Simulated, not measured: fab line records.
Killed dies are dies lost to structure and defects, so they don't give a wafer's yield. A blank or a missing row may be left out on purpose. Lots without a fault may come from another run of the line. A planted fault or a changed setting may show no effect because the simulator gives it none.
8D (eight disciplines) problem report, filled in by code ; flow sky130 ; the parts of the form that need people (team, actions taken, sign-off) are left out

## 1. WHAT IS WRONG
GATE_OXIDE_OVL at SKY_GATE_OXIDE_OVL_MEAS_10 reads a mean of 116.8 nm on 6 wafers of 2 lots; wafers without a fault read 0.5 nm with a standard deviation of 1.8. Relative to the usual mean, that is a shift of +65 standard deviations.
First seen on wafer L929.3, day 19 12:50, on overlay-02. The record holds 36 wafers of 12 lots with a number at this step. The rule behind "out" and "out of limits": a value lying over 4 standard deviations away from the usual mean. The rest of the wafers with a number are treated as sound.

## 2. WHAT IT IS; WHAT IT IS NOT
question;is;is not
which readings at this step;GATE_OXIDE_OVL;-
which lots;L929, L934;L917, L920, L921, L925, L926, L927, L928, L930, L931, L937
which wafers of those lots;all that have a number;-
read on which gauges;overlay-02;overlay-01
when;from day 19 12:50;"up to then (21 sound wafers); but 9 sound wafers of L930, L931, L937 came after"

## 3. SUSPECTS, AND WHAT RULES EACH OUT
Counting: any tool at a process step up to the reading is kept as a suspect provided that every lot that is out went through it and no sound lot did after the first of them.
- the gauge at SKY_GATE_OXIDE_OVL_MEAS_10: kept. All the wafers that are out were read on overlay-02, and no step on other tools shows them out.
- iline stepper-01 at SKY_GATE_OXIDE_EXPOSE_07 (exposes mask LVOM, target cd 600 nm): kept. All lots that are out passed through it, beginning with L929 at day 18 21:14, and no sound lot followed; its final sound lot before that point was L928 at day 18 05:48.
After counting, iline stepper-01 at SKY_GATE_OXIDE_EXPOSE_07 and overlay-02 at SKY_GATE_OXIDE_OVL_MEAS_10 remain.

## 4. THE CAUSE (what the simulator had put in)
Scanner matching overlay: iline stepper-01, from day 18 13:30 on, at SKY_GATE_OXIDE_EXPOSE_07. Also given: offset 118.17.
Of the 2 suspects that counting leaves, this tool is one.

## 5. THE EFFECT CHAIN, in route order
One row per reading whose mean, taken over the struck wafers that have a number, lies over 3 standard deviations from the usual. Only readings for which the record gives a usual standard deviation are gone through. hours: the time from each lot's start at the first step in this table that gives one to its start at this step, as a median over the lots. sigmas: the change in usual standard deviations.
hours;step;reading;usual;on struck wafers;change;sigmas
0;SKY_GATE_OXIDE_OVL_MEAS_10;GATE_OXIDE_OVL;0.5 nm;116.8;+116.2;+65
At these later measuring or inspecting steps, every struck wafer for which the step has a row has a number for every such reading, and none has moved that far: SKY_GATE_OXIDE_TW_MEAS_14.

## 6. WHAT WOULD HAVE CAUGHT IT SOONER
Counted from the fault's start at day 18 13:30, it took 23 hours until the first out-of-limits reading at a measuring or inspecting step in this record, taken at day 19 12:50.
Tool readings at SKY_GATE_OXIDE_EXPOSE_07 with a usual standard deviation given in the record: none out on any struck wafer, hence no alarm at a limit of 4 standard deviations on them.
L934, from the lots that are out (2), started SKY_GATE_OXIDE_EXPOSE_07 on iline stepper-01 later than day 19 12:50. It would have been spared by a hold on the tool at that moment.
